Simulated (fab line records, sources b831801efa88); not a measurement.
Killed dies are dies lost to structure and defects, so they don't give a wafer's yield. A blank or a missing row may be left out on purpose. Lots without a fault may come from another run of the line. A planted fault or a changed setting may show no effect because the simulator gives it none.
Which tool did it? | flow sky130 | 11 lots, 33 wafers sampled, at 2 steps of a route of 708

WHAT THE GAUGES READ, wafer by wafer
SKY_VIA2_BOW_MEAS_03. Usual: VIA2_BOW 85 um, standard deviation 6.7.
lot  | measured     | on            | VIA2_BOW (um) | flag
L901 | day 35 07:28 | film_metro-04 | 91 97 95      |
L904 | day 35 22:14 | film_metro-01 | 82 90 85      |
L905 | day 36 21:35 | film_metro-02 | 74 80 84      |
L907 | day 37 06:38 | film_metro-04 | 83 79 80      |
L915 | day 39 16:28 | film_metro-04 | 79 92 82      |
L916 | day 39 18:57 | film_metro-04 | 80 78 92      |
L917 | day 40 05:55 | film_metro-04 | 75 81 80      |
L918 | day 40 12:27 | film_metro-01 | 91 94 90      |
L920 | day 41 02:30 | film_metro-04 | 91 95 98      |
L921 | day 41 07:56 | film_metro-04 | 81 88 90      |
L923 | day 41 19:34 | film_metro-01 | 75 76 80      |

WHICH TOOL RAN EACH LOT (tool, then ch and the chambers of the sampled wafers, then the start)
lot  | SKY_VIA2_CMP_02
L901 | cmp-02 ch 0,1, day 35 07:12
L904 | cmp-01 ch 1,2, day 35 21:56
L905 | cmp-01 ch 0,2,3, day 36 21:23
L907 | cmp-02 ch 0,2,3, day 37 06:20
L915 | cmp-02 ch 1,3, day 39 16:09
L916 | cmp-01 ch 0,3, day 39 18:38
L917 | cmp-02 ch 0,2, day 40 05:39
L918 | cmp-02 ch 2,3, day 40 12:05
L920 | cmp-01 ch 0,1, day 41 02:12
L921 | cmp-01 ch 0,1,3, day 41 07:38
L923 | cmp-02 ch 0,2, day 41 19:18
- SKY_VIA2_CMP_02: polishes SiO2.

WHAT THE TOOLS THEMSELVES READ (means of the sampled wafers that have a number; where no wafer has one, the mark that the record gives instead)
SKY_VIA2_CMP_02. Usual: edge_zone_pressure_frac 1.000, standard deviation 0.0045; motor_current_A 11.5 A, standard deviation 0.94; retaining_ring_pressure_frac 1.000, standard deviation 0.0055.
lot  | tool   | edge_zone_pressure_frac | motor_current_A (A) | retaining_ring_pressure_frac | flag
L901 | cmp-02 | 1.003                   | 10.8                | 1.005                        |
L904 | cmp-01 | 0.996                   | 10.3                | 1.003                        |
L905 | cmp-01 | 0.996                   | 11.8                | 1.003                        |
L907 | cmp-02 | 1.002                   | 11.5                | 0.996                        |
L915 | cmp-02 | 1.005                   | 11.9                | 0.997                        |
L916 | cmp-01 | 1.000                   | 12.6                | 0.998                        |
L917 | cmp-02 | 0.997                   | 11.7                | 1.000                        |
L918 | cmp-02 | 1.001                   | 12.1                | 0.998                        |
L920 | cmp-01 | 1.002                   | 11.9                | 0.999                        |
L921 | cmp-01 | 1.002                   | 11.7                | 0.998                        |
L923 | cmp-02 | 1.002                   | 11.6                | 0.999                        |

THE ANSWER, worked out from the rows above alone
Rule: a lot is off if the mean of its wafers that have a number lies more than 3 standard deviations from the usual mean. A lot without any number at a reading at which 4 lots or more have one is off too. The other lots that the step has rows for count as sound. The gauges are gone through in route order, then the tools' own readings, and for those a lot's mean is taken as printed above. The first step at which some lot is off is used, and at that step the reading that is off furthest; a lot without a number counts as furthest.
No lot is off at any reading shown: from this, nothing can be told.

WHAT THE SIMULATOR HAD PUT IN
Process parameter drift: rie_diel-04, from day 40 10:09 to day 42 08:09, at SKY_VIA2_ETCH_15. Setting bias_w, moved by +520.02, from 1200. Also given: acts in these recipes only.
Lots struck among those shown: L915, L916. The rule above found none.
